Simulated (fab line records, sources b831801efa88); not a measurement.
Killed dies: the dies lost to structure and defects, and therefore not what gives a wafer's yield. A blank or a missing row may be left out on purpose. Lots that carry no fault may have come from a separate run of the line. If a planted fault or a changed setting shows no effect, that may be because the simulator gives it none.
Which tool was responsible? :: flow gf180mcu :: 15 lots, 45 wafers sampled, at 2 steps of a route of 602

WHAT THE GAUGES READ, wafer by wafer
GF_SALICIDE_RS_MEAS_04: uses a four-point probe to measure.
lot: L775
measured: day 15 00:54
on: film-metro-03
SALICIDE_TIN_RS (ohm/sq): 16.3 16.1 16.2

lot: L776
measured: day 15 09:29
on: film-metro-02
SALICIDE_TIN_RS (ohm/sq): 16.7 17.0 16.9

lot: L777
measured: day 15 17:25
on: film-metro-03
SALICIDE_TIN_RS (ohm/sq): 16.2 15.9 16.0

lot: L778
measured: day 16 02:36
on: film-metro-01
SALICIDE_TIN_RS (ohm/sq): 16.5 16.6 16.8

lot: L779
measured: day 16 16:19
on: film-metro-03
SALICIDE_TIN_RS (ohm/sq): 16.7 16.6 16.6

lot: L780
measured: day 17 03:36
on: film-metro-02
SALICIDE_TIN_RS (ohm/sq): 16.8 16.6 17.0

lot: L781
measured: day 17 14:40
on: film-metro-03
SALICIDE_TIN_RS (ohm/sq): 16.3 16.6 16.0

lot: L782
measured: day 17 19:14
on: film-metro-02
SALICIDE_TIN_RS (ohm/sq): 16.0 15.8 15.9

lot: L783
measured: day 17 23:58
on: film-metro-02
SALICIDE_TIN_RS (ohm/sq): 16.1 16.5 16.0

lot: L786
measured: day 19 04:03
on: film-metro-01
SALICIDE_TIN_RS (ohm/sq): 16.5 16.8 16.6

lot: L787
measured: day 19 10:42
on: film-metro-02
SALICIDE_TIN_RS (ohm/sq): 16.7 16.6 16.6

lot: L788
measured: day 19 20:39
on: film-metro-01
SALICIDE_TIN_RS (ohm/sq): 16.5 17.0 17.0

lot: L796
measured: day 22 12:40
on: film-metro-03
SALICIDE_TIN_RS (ohm/sq): 16.9 16.9 16.7

lot: L797
measured: day 22 19:04
on: film-metro-02
SALICIDE_TIN_RS (ohm/sq): 16.6 16.9 16.8

lot: L798
measured: day 23 14:28
on: film-metro-02
SALICIDE_TIN_RS (ohm/sq): 16.2 16.5 16.4

WHAT TOOL EACH LOT RAN ON (gives the tool, then ch and the chambers of the sampled wafers, and finally the start)
lot: L775
GF_SALICIDE_SPUTTER_02: pvd-sputter-01, day 15 00:49

lot: L776
GF_SALICIDE_SPUTTER_02: pvd-sputter-01, day 15 09:24

lot: L777
GF_SALICIDE_SPUTTER_02: pvd-sputter-01, day 15 17:22

lot: L778
GF_SALICIDE_SPUTTER_02: pvd-sputter-03, day 16 02:32

lot: L779
GF_SALICIDE_SPUTTER_02: pvd-sputter-01, day 16 16:16

lot: L780
GF_SALICIDE_SPUTTER_02: pvd-sputter-04, day 17 03:31

lot: L781
GF_SALICIDE_SPUTTER_02: pvd-sputter-04, day 17 14:37

lot: L782
GF_SALICIDE_SPUTTER_02: pvd-sputter-01, day 17 19:09

lot: L783
GF_SALICIDE_SPUTTER_02: pvd-sputter-04, day 17 23:55

lot: L786
GF_SALICIDE_SPUTTER_02: pvd-sputter-03, day 19 04:00

lot: L787
GF_SALICIDE_SPUTTER_02: pvd-sputter-04, day 19 10:38

lot: L788
GF_SALICIDE_SPUTTER_02: pvd-sputter-04, day 19 20:36

lot: L796
GF_SALICIDE_SPUTTER_02: pvd-sputter-01, day 22 12:37

lot: L797
GF_SALICIDE_SPUTTER_02: pvd-sputter-01, day 22 18:59

lot: L798
GF_SALICIDE_SPUTTER_02: pvd-sputter-01, day 23 14:24
- GF_SALICIDE_SPUTTER_02: material Co, target thk 10 nm, time 20 s.

WHAT THE TOOLS THEMSELVES READ (means of the sampled wafers that have a number; where no wafer has one, the mark that the record gives instead)
GF_SALICIDE_SPUTTER_02.
lot: L775
tool: pvd-sputter-01
throttle-valve-pct (%): 31.1

lot: L776
tool: pvd-sputter-01
throttle-valve-pct (%): 30.8

lot: L777
tool: pvd-sputter-01
throttle-valve-pct (%): 30.4

lot: L778
tool: pvd-sputter-03
throttle-valve-pct (%): 29.4

lot: L779
tool: pvd-sputter-01
throttle-valve-pct (%): 31.9

lot: L780
tool: pvd-sputter-04
throttle-valve-pct (%): 29.0

lot: L781
tool: pvd-sputter-04
throttle-valve-pct (%): 28.9

lot: L782
tool: pvd-sputter-01
throttle-valve-pct (%): 30.8

lot: L783
tool: pvd-sputter-04
throttle-valve-pct (%): 29.4

lot: L786
tool: pvd-sputter-03
throttle-valve-pct (%): 29.7

lot: L787
tool: pvd-sputter-04
throttle-valve-pct (%): 29.4

lot: L788
tool: pvd-sputter-04
throttle-valve-pct (%): 29.3

lot: L796
tool: pvd-sputter-01
throttle-valve-pct (%): 30.2

lot: L797
tool: pvd-sputter-01
throttle-valve-pct (%): 30.2

lot: L798
tool: pvd-sputter-01
throttle-valve-pct (%): 31.1

THE ANSWER, worked out from the rows above alone
Rule: the usual values come from the lots themselves. Put in order of their means at a reading, lots are off if they are a third of the lots or fewer, leave a main group of 4 or more, and stand apart from it by a gap of 3 or more times the standard deviation of the main group's means; of several such gaps the widest counts. A main group is skipped when, at the precision printed for the reading in the tables above, its means are all equal. A lot without any number at a reading at which 4 lots or more have one is off too. The other lots that the step has rows for count as sound. First the gauges in route order, then the tools' own readings, where a lot's mean is used as printed above. The first step at which some lot is off is used, and at that step the reading that is off furthest; a lot without a number counts as furthest.
No lot is off at any reading shown: from this, nothing can be told.

WHAT HAD BEEN PUT IN BY THE SIMULATOR
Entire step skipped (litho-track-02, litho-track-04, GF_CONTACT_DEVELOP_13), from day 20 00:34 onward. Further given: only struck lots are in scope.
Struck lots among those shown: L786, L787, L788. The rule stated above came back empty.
